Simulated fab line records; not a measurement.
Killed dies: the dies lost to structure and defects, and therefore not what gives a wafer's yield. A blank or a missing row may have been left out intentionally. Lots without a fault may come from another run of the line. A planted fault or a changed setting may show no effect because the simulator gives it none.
Struck lot and sound lot, side by side ; flow sky130 ; 17 steps out of a route of 708
Sound: these wafers, L671.2, L671.4, L671.6. The struck wafers were L676.1, L676.4, L676.6. The cause comes at the end.
Each step with rows lists, per side, the tool, then ch with its chambers, then its first start. Under that, the readings that differ: sound wafers ; struck wafers ; difference of the means ; sigmas: that difference in standard deviations of wafers without a fault.
alike: same words and numbers on both sides, and readings whose means sit less than 2 such deviations apart. not compared: any withheld reading, any reading some wafer has no value for, any bound like >300 that may hide the same value, and any number with overlapping values for which the record gives no deviation.
The two part at a step that has a row with sigmas, a row that says differs or no value, or rows on one side only. Numbers that have no deviation but don't overlap get no sigmas and don't part them. Lack of a reading on every wafer of one side parts them only where that side has two or more wafers.

first, 5 steps without rows for these wafers: SKY_SD_N_COAT_02 (resist thk 1140 nm); SKY_SD_N_SOFTBAKE_03 (time 60 s); SKY_SD_N_EXPOSE_04 (exposes mask NSDM, target cd 380 nm); SKY_SD_N_PEB_05; SKY_SD_N_DEVELOP_06 (develop time 60 s).
SKY_SD_N_CD_MEAS_07: target cd 380 nm.
  sound: cdSem-02 at day 29 02:29; struck: cdSem-01 at day 30 19:32
  alike: cdNm
SKY_SD_N_OVL_MEAS_08:
  sound: overlay-01 at day 29 02:35; struck: overlay-01 at day 30 19:39
  alike: SD_N_OVL
then, 2 steps without rows for these wafers: SKY_SD_N_IMPLANT_09; SKY_SD_N_IMPLANT_10.
SKY_SD_N_STRIP_11: strips in O2/N2.
  sound on plasmaAsher-04 ch 0,1, day 29 02:55; struck on plasmaAsher-01 ch 0,1, day 30 19:59
reading;sound;struck;difference;sigmas
stripTimeToEndpointS (s);22.64 22.60 22.59;22.44 22.46 22.48;-0.15;-3
  alike: drypumpMotorCurrentA, oesProductAu
  not compared: rfHoursCounterH
SKY_SD_N_TW_MEAS_12:
  sound: filmMetro-02 at day 29 03:02; struck: filmMetro-04 at day 30 20:05
  alike: SD_N_TW
then, 1 step without rows for these wafers: SKY_SD_N_CLEAN_13 (cleans in SC1/SC2, time 150 s).
SKY_SD_N_RTA_14: time 2 s.
  sound on rtpAnneal-01 ch 0, day 29 03:09; struck on rtpAnneal-01 ch 0, day 30 20:12
reading;sound;struck;difference;sigmas
lampPowerPct (%);15.82 15.67 15.69;15.87 15.92 15.94;+0.18;+3
wafer_temp_C_max;1079.2 1076.8 1076.7;1090.7 1090.2 1089.4;+12.5;+8
SKY_SD_N_RS_MEAS_16: a four-point-probe measurement.
  sound: filmMetro-01 at day 29 03:20; struck: filmMetro-04 at day 30 20:22
reading;sound;struck;difference;sigmas
SD_N_RS (ohm/sq);68.42 68.51 68.47;66.44 66.59 66.51;-1.95;-20
SKY_SD_N_RS_MEAS_17: a four-point-probe measurement.
  sound: filmMetro-01 at day 29 03:27; struck: filmMetro-04 at day 30 20:29
reading;sound;struck;difference;sigmas
SD_P_RS (ohm/sq);146.3 147.1 146.7;136.8 137.1 136.8;-9.8;-32
SKY_SD_N_RS_MEAS_18: a four-point-probe measurement.
  sound: filmMetro-01 at day 29 03:34; struck: filmMetro-04 at day 30 20:37
  alike: RES_XHIGH_RS
-- record jumps: 17 days separate the struck wafers' starts on either side; left off in module SD_N, taken up again in module PAD_OPEN, whose first shown step is the route's number 708 --
SKY_PAD_OPEN_PROBE_99:
  sound: prober-01 at day 46 19:59; struck: prober-02 at day 48 02:05
reading;sound;struck;difference;sigmas
killedAtFrontEnd;6 5 7;25 17 14;+13;+3
model.etest.pfet_01v8.rOnOhmUm;2969 3003 3036;2808 2752 2784;-221;
model.etest.resPdiff.lineOhmUm;1344 1342 1364;1258 1261 1254;-92;
model.etest.liconHighPo.rcOhm;335.1 348.5 350.9;318.3 290.9 312.7;-37.5;
model.etest.resNdiff.lineOhmUm;749.2 758 771.7;734.4 744.2 726.2;-24.7;
model.etest.resHighPo.rsOhmSq;244.9 253 258.9;244.2 234.6 241.2;-12.3;
  alike: killed_at_M0_to_M3, killed_at_M4_up, killedAtContacts, killedAtOther, killedDies, killedOpen, killedShort
  not compared: model.etest.resXhighPo.lineOhmUm, model.etest.resXhighPo.rsOhmSq, model.etest.resHighPo.lineOhmUm

== WHERE THEY PART ==
Last at SKY_PAD_OPEN_PROBE_99 as far as this record goes, first at SKY_SD_N_STRIP_11.

WHY: what the simulator had put in
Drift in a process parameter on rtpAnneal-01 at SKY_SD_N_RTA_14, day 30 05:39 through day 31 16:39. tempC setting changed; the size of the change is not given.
